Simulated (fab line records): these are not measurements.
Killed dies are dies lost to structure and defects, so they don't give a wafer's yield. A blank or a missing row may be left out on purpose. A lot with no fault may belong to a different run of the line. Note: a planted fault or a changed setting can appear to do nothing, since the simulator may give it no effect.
fab line records    flow sky130
[record] lots = 13  wafers = 39  lastDay = 50
route steps=708 shown LI_CONTACT@374 LOCAL_INTERCONNECT@402 CONTACT@407 PAD_OPEN@708
lots with no fault: from the same line, run without faults
startH: start of the lot's first displayed wafer, in hours after the record's first day    waitH: hours since the lot's step before    " the same as in the row above    L1.1+2: a single row standing in for several wafers    - either no value or no given start    * or withheld: withheld    < > ~ a bound
route shown NAME@n: names a module that has steps shown in the file, with the first one's number in the route    usual: mean/standard deviation of fault-free wafers    same: alike in all rows    chamber/n: place in a boat    sites: each site's reading    _std_site: standard deviation across them    _edge_site: outer sites' mean less inner sites'    radiusMm: for every site, how far away it sits from the centre of the wafer    mask NAME#n: copy n    behind: the last tool/chamber to shape the wafer    hold: reason for holding the lot/hours on hold/outcome of the hold    device: whichever transistor did not switch (one of n, p or np)    end of line: tests run on the same wafers once the route is complete    a step without rows: its recipe alone    killed: count of dies lost to structure and defects at first sort (not the wafer's yield)    map: the dies of a wafer, with x for killed, . for not killed, _ for no die there
set.NAME: the run value of the setting; set.NAME@STEP: its run value at that earlier step    model.NAME: the simulator's own value behind a step, which no gauge read
the route's steps for a sample of lots (tables are steps, rows are wafers)
services: the hour from which a tool's chamber was out of use, counted from the record's first day as startH (under 0 if before that day), plus the number of hours and why
[[steps]]
[step SKY_LI_CONTACT_CD_MEAS_12]
[recipe] targetCdNm = 170
[usual] cdNm = 170.2/1.3
lot.wafer  tool      chamber  startH  waitH  cdNm
L656.1     cdSem-01  -        689.26  -      172.2
L656.2     "         -        "       "      171.3
L656.3     "         -        "       "      173.3
L657.2     cdSem-02  -        695.86  -      171.6
L657.4     "         -        "       "      170.8
L657.5     "         -        "       "      170.5
L658.2     cdSem-02  -        711.23  -      171.9
L658.3     "         -        "       "      171.9
L658.6     "         -        "       "      172.7
L660.2     cdSem-02  -        730.13  -      170.8
L660.5     "         -        "       "      170.8
L660.6     "         -        "       "      170.1
L661.2     cdSem-02  -        737.46  -      172.0
L661.4     "         -        "       "      170.5
L661.6     "         -        "       "      170.1
L662.1     cdSem-01  -        738.44  -      169.9
L662.4     "         -        "       "      169.7
L662.5     "         -        "       "      169.9
L664.1     cdSem-01  -        754.19  -      170.9
L664.2     "         -        "       "      170.0
L664.3     "         -        "       "      170.4
L669.1     cdSem-01  -        789.09  -      170.6
L669.2     "         -        "       "      170.8
L669.5     "         -        "       "      170.5
L670.1     cdSem-01  -        792.04  -      170.4
L670.5     "         -        "       "      170.6
L670.6     "         -        "       "      170.4
L671.1     cdSem-01  -        805.81  -      169.4
L671.5     "         -        "       "      169.6
L671.6     "         -        "       "      170.8
L674.1     cdSem-01  -        826.99  -      168.1
L674.2     "         -        "       "      167.2
L674.4     "         -        "       "      168.5
L675.1     cdSem-01  -        841.34  -      172.6
L675.3     "         -        "       "      170.9
L675.6     "         -        "       "      170.3
L678.3     cdSem-02  -        856.50  -      170.6
L678.4     "         -        "       "      172.2
L678.5     "         -        "       "      169.9
[step SKY_LI_CONTACT_THK_MEAS_23]
[recipe] thkMeasGauge = xrf  reads = W_of_LI_CONTACT_CVD_21
[usual] LI_CONTACT_W_THK = 400/5.8
lot.wafer  tool          chamber  startH  waitH  LI_CONTACT_W_THK[nm]
L656.1     filmMetro-03  -        690.25  0.1    395
L656.2     "             -        "       "      403
L656.3     "             -        "       "      398
L657.2     filmMetro-03  -        696.81  0.1    400
L657.4     "             -        "       "      400
L657.5     "             -        "       "      405
L658.2     filmMetro-04  -        712.18  0.1    406
L658.3     "             -        "       "      400
L658.6     "             -        "       "      405
L660.2     filmMetro-03  -        731.24  0.1    408
L660.5     "             -        "       "      405
L660.6     "             -        "       "      404
L661.2     filmMetro-02  -        738.41  0.1    388
L661.4     "             -        "       "      386
L661.6     "             -        "       "      391
L662.1     filmMetro-04  -        739.40  0.1    409
L662.4     "             -        "       "      396
L662.5     "             -        "       "      404
L664.1     filmMetro-04  -        755.15  0.1    396
L664.2     "             -        "       "      401
L664.3     "             -        "       "      402
L669.1     filmMetro-03  -        790.05  0.1    406
L669.2     "             -        "       "      403
L669.5     "             -        "       "      397
L670.1     filmMetro-03  -        793.00  0.1    392
L670.5     "             -        "       "      397
L670.6     "             -        "       "      403
L671.1     filmMetro-04  -        806.77  0.1    409
L671.5     "             -        "       "      401
L671.6     "             -        "       "      406
L674.1     filmMetro-02  -        827.95  0.1    393
L674.2     "             -        "       "      399
L674.4     "             -        "       "      391
L675.1     filmMetro-03  -        842.30  0.1    404
L675.3     "             -        "       "      401
L675.6     "             -        "       "      405
L678.3     filmMetro-04  -        857.44  0.1    395
L678.4     "             -        "       "      401
L678.5     "             -        "       "      394
[step SKY_LOCAL_INTERCONNECT_STRIP_15]
[recipe] chemistry = O2/N2  powerW = 1400  pressureMtorr = 1500  platenTempC = withheld  o2FlowSccm = 3000  n2FlowSccm = 300  overashFraction = 0.5
[usual] drypumpMotorCurrentA = 5.6/0.41  oesProductAu = 0.427/0.0042  overashFraction = 0.5/0  stripTimeToEndpointS = 4.708/0.02
lot.wafer  tool            chamber  startH  waitH  drypumpMotorCurrentA  oesProductAu  overashFraction  rfHoursCounterH  stripTimeToEndpointS
L656.1     plasmaAsher-01  0        718.91  0.0    5.5                   0.421         0.5              97               4.723
L656.2     "               1        "       "      5.2                   0.429         0.5              97               4.718
L656.3     "               1        "       "      5.2                   0.429         0.5              -                4.709
L657.2     plasmaAsher-02  1        724.42  0.0    5.9                   0.430         0.5              62               4.697
L657.4     "               1        "       "      5.9                   0.425         0.5              -                4.699
L657.5     "               0        "       "      5.9                   0.422         0.5              -                4.698
L658.2     plasmaAsher-02  1        739.86  0.0    5.9                   0.432         0.5              64               4.688
L658.3     "               1        "       "      5.9                   0.428         0.5              -                4.719
L658.6     "               0        "       "      5.9                   0.425         0.5              -                4.696
L660.2     plasmaAsher-01  0        759.78  0.0    5.5                   0.424         0.5              102              4.681
L660.5     "               1        "       "      5.2                   0.422         0.5              -                4.677
L660.6     "               0        "       "      5.5                   0.428         0.5              -                4.729
L661.2     plasmaAsher-01  0        765.86  0.0    5.5                   0.420         0.5              102              4.724
L661.4     "               0        "       "      5.5                   0.429         0.5              -                4.706
L661.6     "               1        "       "      5.1                   0.424         0.5              -                4.681
L662.1     plasmaAsher-04  1        766.86  0.0    6.4                   0.421         0.5              2                4.687
L662.4     "               1        "       "      6.5                   0.429         0.5              -                4.706
L662.5     "               0        "       "      5.1                   0.425         0.5              -                4.699
L664.1     plasmaAsher-01  1        781.82  0.0    5.2                   0.421         0.5              104              4.726
L664.2     "               0        "       "      5.5                   0.440         0.5              104              4.728
L664.3     "               0        "       "      5.5                   0.433         0.5              -                4.770
L669.1     plasmaAsher-01  0        818.01  0.0    5.5                   0.425         0.7              107              4.724
L669.2     "               1        "       "      5.2                   0.434         0.7              107              4.722
L669.5     "               0        "       "      5.5                   0.436         0.7              -                4.729
L670.1     plasmaAsher-01  0        820.43  0.1    5.5                   0.429         0.7              108              4.723
L670.5     "               0        "       "      5.5                   0.427         0.7              -                4.691
L670.6     "               1        "       "      5.2                   0.430         0.7              -                4.703
L671.1     plasmaAsher-04  0        834.51  0.0    5.1                   0.428         0.5              9                4.714
L671.5     "               0        "       "      5.1                   0.426         0.5              -                4.708
L671.6     "               1        "       "      6.5                   0.432         0.5              -                4.717
L674.1     plasmaAsher-04  0        855.26  0.0    5.2                   0.427         0.5              11               4.684
L674.2     "               1        "       "      6.5                   0.427         0.5              11               4.690
L674.4     "               1        "       "      6.4                   0.426         0.5              -                4.725
L675.1     plasmaAsher-02  0        868.01  0.0    5.9                   0.430         0.5              77               4.734
L675.3     "               1        "       "      5.9                   0.429         0.5              -                4.740
L675.6     "               1        "       "      5.9                   0.432         0.5              -                4.742
L678.3     plasmaAsher-02  0        883.86  0.1    5.9                   0.427         0.5              -                4.724
L678.4     "               1        "       "      5.9                   0.424         0.5              -                4.715
L678.5     "               1        "       "      5.9                   0.428         0.5              -                4.728
[step SKY_CONTACT_THK_MEAS_01]
[recipe] reads = Si3N4_of_CONTACT_CVD_00
[usual] CONTACT_CVD_00_THK = 75.0/1.1
lot.wafer  tool          chamber  startH  waitH  CONTACT_CVD_00_THK[nm]
L656.1     filmMetro-04  -        719.59  -      74.3
L656.2     "             -        "       "      75.3
L656.3     "             -        "       "      74.8
L657.2     filmMetro-02  -        725.06  -      73.5
L657.4     "             -        "       "      75.2
L657.5     "             -        "       "      76.4
L658.2     filmMetro-01  -        740.50  -      74.9
L658.3     "             -        "       "      75.9
L658.6     "             -        "       "      77.1
L660.2     filmMetro-01  -        760.42  -      74.1
L660.5     "             -        "       "      76.4
L660.6     "             -        "       "      76.3
L661.2     filmMetro-04  -        766.53  -      73.6
L661.4     "             -        "       "      75.9
L661.6     "             -        "       "      75.6
L662.1     filmMetro-02  -        767.50  -      74.6
L662.4     "             -        "       "      77.8
L662.5     "             -        "       "      76.8
L664.1     filmMetro-04  -        782.48  -      73.4
L664.2     "             -        "       "      73.9
L664.3     "             -        "       "      73.6
L669.1     filmMetro-04  -        818.76  -      73.5
L669.2     "             -        "       "      73.6
L669.5     "             -        "       "      75.4
L670.1     filmMetro-04  -        821.56  -      73.2
L670.5     "             -        "       "      76.6
L670.6     "             -        "       "      74.7
L671.1     filmMetro-01  -        835.23  -      73.2
L671.5     "             -        "       "      76.1
L671.6     "             -        "       "      75.3
L674.1     filmMetro-02  -        855.92  -      73.9
L674.2     "             -        "       "      75.4
L674.4     "             -        "       "      75.0
L675.1     filmMetro-02  -        868.64  -      73.1
L675.3     "             -        "       "      74.6
L675.6     "             -        "       "      76.1
L678.3     filmMetro-02  -        884.54  -      74.5
L678.4     "             -        "       "      75.3
L678.5     "             -        "       "      74.6
[step SKY_PAD_OPEN_PROBE_99]
[usual] killed_at_M0_to_M3 = 43/6.8  killed_at_M4_up = 3.1/1.6  killedAtContacts = 24/5.4  killedAtFrontEnd = 16/4.4  killedAtOther = 0.2/0.48  killedDies = 87/8.8  killedOpen = 48/6.4  killedShort = 39/6.2
[same] grossDies = 492  killedAtBackSide = 0
lot.wafer  tool       chamber  startH   waitH  killed_at_M0_to_M3  killed_at_M4_up  killedAtContacts  killedAtFrontEnd  killedAtOther  killedDies  killedOpen  killedShort
L660.2     prober-01  -        1116.46  0.1    41                  0                25                17                0              83          46          37
L660.5     prober-01  -        1116.61  0.2    42                  2                26                19                1              90          57          33
L660.6     prober-01  -        1116.66  0.2    66                  3                19                21                0              109         65          44
L661.2     prober-01  -        1122.86  0.1    56                  1                19                20                0              96          55          41
L661.4     prober-01  -        1122.96  0.2    35                  3                19                16                0              73          42          31
L661.6     prober-01  -        1123.06  0.2    46                  2                11                18                1              78          36          42
L664.1     prober-02  -        1134.87  0.1    44                  2                23                17                0              86          54          32
L664.2     prober-02  -        1134.92  0.1    40                  6                30                15                0              91          50          41
L664.3     prober-02  -        1134.97  0.2    62                  5                17                10                0              94          59          35
L669.1     prober-01  -        1157.82  0.1    42                  3                30                16                0              91          55          36
L669.2     prober-01  -        1157.87  0.1    42                  7                25                16                0              90          44          46
L669.5     prober-01  -        1158.02  0.2    53                  2                28                12                0              95          52          43
L670.1     prober-02  -        1159.23  0.1    41                  4                26                18                0              89          41          48
L670.5     prober-02  -        1159.43  0.2    40                  6                27                19                0              92          42          50
L670.6     prober-02  -        1159.48  0.2    51                  3                17                17                0              88          46          42
// killed by level:class
L660.2 LI_CONTACT:geometricParticle:open=12 FIELD_ISO:geometricParticle:short=8 VIA1:geometricParticle:open=8 VIA2:geometricParticle:open=7 CONTACT:geometricParticle:open=6 METAL1:geometricParticle:short=6 VIA3:geometricParticle:open=5 LOCAL_INTERCONNECT:geometricParticle:short=4
L660.5 CONTACT:geometricParticle:open=13 VIA1:geometricParticle:open=12 FIELD_ISO:geometricParticle:open=6 METAL1:geometricParticle:short=6 FIELD_ISO:geometricParticle:short=5 POLY_GATE:geometricParticle:open=5 VIA3:geometricParticle:open=5 METAL3:geometricParticle:short=4
L660.6 VIA1:geometricParticle:open=21 CONTACT:geometricParticle:open=8 METAL1:geometricParticle:short=8 LI_CONTACT:geometricParticle:open=7 VIA1:geometricParticle:short=7 VIA2:geometricParticle:open=7 POLY_GATE:geometricParticle:open=6 METAL3:geometricParticle:short=6
L661.2 VIA1:geometricParticle:open=17 VIA2:geometricParticle:open=10 CONTACT:geometricParticle:short=7 VIA2:geometricParticle:short=6 FIELD_ISO:geometricParticle:open=5 POLY_GATE:geometricParticle:open=5 CONTACT:geometricParticle:open=5 METAL1:geometricParticle:short=5
L661.4 CONTACT:geometricParticle:open=9 VIA1:geometricParticle:open=7 POLY_GATE:geometricParticle:short=6 VIA3:geometricParticle:open=6 LI_CONTACT:geometricParticle:open=5 VIA2:geometricParticle:open=5 VIA2:geometricParticle:short=5 FIELD_ISO:geometricParticle:short=4
L661.6 VIA2:geometricParticle:open=9 VIA1:geometricParticle:open=7 METAL2:geometricParticle:short=6 METAL1:geometricParticle:short=6 FIELD_ISO:geometricParticle:short=5 POLY_GATE:geometricParticle:open=5 VIA3:geometricParticle:short=5 FIELD_ISO:geometricParticle:open=4
L664.1 VIA1:geometricParticle:open=9 LI_CONTACT:geometricParticle:open=9 VIA3:geometricParticle:open=9 CONTACT:geometricParticle:open=5 METAL1:geometricParticle:open=5 FIELD_ISO:geometricParticle:open=4 FIELD_ISO:geometricParticle:short=4 VIA2:geometricParticle:open=4
L664.2 CONTACT:geometricParticle:open=13 VIA1:geometricParticle:open=9 METAL1:geometricParticle:short=8 CONTACT:geometricParticle:short=7 LI_CONTACT:geometricParticle:open=5 METAL2:geometricParticle:short=5 VIA2:geometricParticle:open=5 METAL4:geometricParticle:short=5
L664.3 VIA1:geometricParticle:open=22 CONTACT:geometricParticle:open=9 VIA3:geometricParticle:open=9 METAL2:geometricParticle:short=8 METAL1:geometricParticle:short=5 VIA1:geometricParticle:short=5 VIA3:geometricParticle:short=5 LI_CONTACT:geometricParticle:open=4
L669.1 VIA1:geometricParticle:open=13 CONTACT:geometricParticle:open=11 CONTACT:geometricParticle:short=8 FIELD_ISO:geometricParticle:open=7 VIA3:geometricParticle:open=7 LOCAL_INTERCONNECT:geometricParticle:short=5 LI_CONTACT:geometricParticle:open=4 VIA2:geometricParticle:open=4
L669.2 VIA3:geometricParticle:open=9 CONTACT:geometricParticle:open=8 FIELD_ISO:geometricParticle:short=7 VIA1:geometricParticle:open=7 LI_CONTACT:geometricParticle:open=5 METAL1:geometricParticle:short=5 VIA2:geometricParticle:open=5 METAL4:geometricParticle:short=5
L669.5 VIA1:geometricParticle:open=15 LI_CONTACT:geometricParticle:open=9 VIA2:geometricParticle:open=8 CONTACT:geometricParticle:open=6 CONTACT:geometricParticle:short=6 VIA3:geometricParticle:short=5 METAL2:geometricParticle:short=5 VIA2:geometricParticle:short=5
L670.1 CONTACT:geometricParticle:open=10 FIELD_ISO:geometricParticle:short=8 METAL1:geometricParticle:short=6 VIA1:geometricParticle:short=6 VIA3:geometricParticle:open=6 VIA1:geometricParticle:open=5 METAL2:geometricParticle:short=5 VIA2:geometricParticle:open=5
L670.5 CONTACT:geometricParticle:short=10 CONTACT:geometricParticle:open=9 METAL1:geometricParticle:short=9 VIA1:geometricParticle:open=8 POLY_GATE:geometricParticle:open=6 POLY_GATE:geometricParticle:short=6 LI_CONTACT:geometricParticle:open=5 VIA1:geometricParticle:short=5
L670.6 VIA1:geometricParticle:open=16 VIA3:geometricParticle:open=9 LOCAL_INTERCONNECT:geometricParticle:short=5 VIA3:geometricParticle:short=5 VIA2:geometricParticle:open=5 POLY_GATE:geometricParticle:open=4 POLY_GATE:geometricParticle:short=4 CONTACT:geometricParticle:short=4
[[services]]
tool            chamber  startH  hours  kind
plasmaAsher-04  -        733.75  9.0    pm
plasmaAsher-04  0        733.75  9.0    ventCycle
plasmaAsher-04  1        733.75  9.0    ventCycle
plasmaAsher-04  0        742.75  -      clean
plasmaAsher-04  1        742.75  -      clean
plasmaAsher-04  -        758.64  0.5    repair
plasmaAsher-02  -        763.84  2.3    repair
plasmaAsher-02  -        781.15  2.4    repair
plasmaAsher-04  -        817.74  1.2    repair
plasmaAsher-04  -        861.71  22.3   repair
[[key]]
[firstSign] step = SKY_LOCAL_INTERCONNECT_STRIP_15  reading = overashFraction  direction = up  sigmas = 99+  usual = 0.5  struck = 0.7
effect none on later readings
metAt SKY_LOCAL_INTERCONNECT_STRIP_15
struckLots L669,L670
testerLeftOut L669,L670
notActingAt SKY_LI_CONTACT_CD_MEAS_12,SKY_LI_CONTACT_THK_MEAS_23,SKY_CONTACT_THK_MEAS_01
onsetBetween 781.82 818.01
[fault] kind = processParameterDrift  tool = plasmaAsher-01  chamber = -  onsetH = 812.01  steps = SKY_LOCAL_INTERCONNECT_STRIP_15  channel = overashFraction  offset = 0.2  shape = step  endH = 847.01  actsIn = theseRecipesOnly  stated = 0.5
// testerLeftOut: of these lots the tester's yield and bins aren't shown, on N5 and GAA mostly nor the transistor test; their killed dies are dies lost to structure and defects alone, not to doping, threshold or leakage, so they don't give the yield
